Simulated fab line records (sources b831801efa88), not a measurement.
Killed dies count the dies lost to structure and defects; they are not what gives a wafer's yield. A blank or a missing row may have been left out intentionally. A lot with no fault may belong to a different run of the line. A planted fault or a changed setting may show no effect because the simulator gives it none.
Which tool did it? | flow sky130 | route of 708 steps, sampled at 1 step: 14 lots, 42 wafers

## WHAT EACH GAUGE READ, for each wafer
SKY_VIA3_RS_MEAS_22: the measuring method here is four-point-probe. Usual: VIA3_W_RS gives 0.297 ohm/sq (standard deviation 0.0039).
lot  | measured     | on            | VIA3_W_RS (ohm/sq) | flag
L410 | day 40 06:16 | film_metro-01 | 0.293 0.301 0.304  |
L411 | day 40 06:24 | film_metro-02 | 0.291 0.295 0.291  |
L412 | day 40 17:00 | film_metro-02 | 0.302 0.301 0.297  |
L413 | day 40 18:26 | film_metro-04 | 0.292 0.297 0.297  |
L416 | day 42 01:58 | film_metro-04 | 0.307 0.302 0.304  |
L418 | day 42 09:52 | film_metro-01 | 0.289 0.297 0.297  |
L419 | day 42 20:02 | film_metro-04 | 0.297 0.296 0.294  |
L422 | day 43 13:02 | film_metro-02 | 0.297 0.296 0.295  |
L421 | day 43 14:48 | film_metro-04 | 0.293 0.296 0.295  |
L426 | day 44 14:23 | film_metro-01 | 0.291 0.293 0.298  |
L429 | day 45 12:45 | film_metro-01 | 0.296 0.293 0.302  |
L430 | day 45 13:08 | film_metro-02 | 0.297 0.292 0.290  |
L433 | day 46 03:29 | film_metro-02 | 0.299 0.298 0.295  |
L432 | day 46 08:48 | film_metro-04 | 0.297 0.298 0.298  |

## TOOL THAT RAN EACH LOT (tool first, then ch and the chambers of the sampled wafers, then the start)
Record: no process step prior to these readings.

## WHAT THE TOOLS THEMSELVES READ (means of the sampled wafers that have a number; where no wafer has one, the mark that the record gives instead)
The record holds no such reading with a usual standard deviation.

## THE ANSWER, worked out from the rows above alone
Rule: a lot is off if the mean of its wafers that have a number lies more than 3 standard deviations from the usual mean. Also off: a lot with no number at a reading for which 4 or more lots have one. The other lots that the step has rows for count as sound. Order of review: gauges by route order, followed by the tools' own readings, for which a lot's mean as printed above is used. The first step at which some lot is off is used, and at that step the reading that is off furthest; a lot without a number counts as furthest.
Nothing can be told from this: no lot is off at any reading shown.

## WHAT HAD BEEN PUT IN BY THE SIMULATOR
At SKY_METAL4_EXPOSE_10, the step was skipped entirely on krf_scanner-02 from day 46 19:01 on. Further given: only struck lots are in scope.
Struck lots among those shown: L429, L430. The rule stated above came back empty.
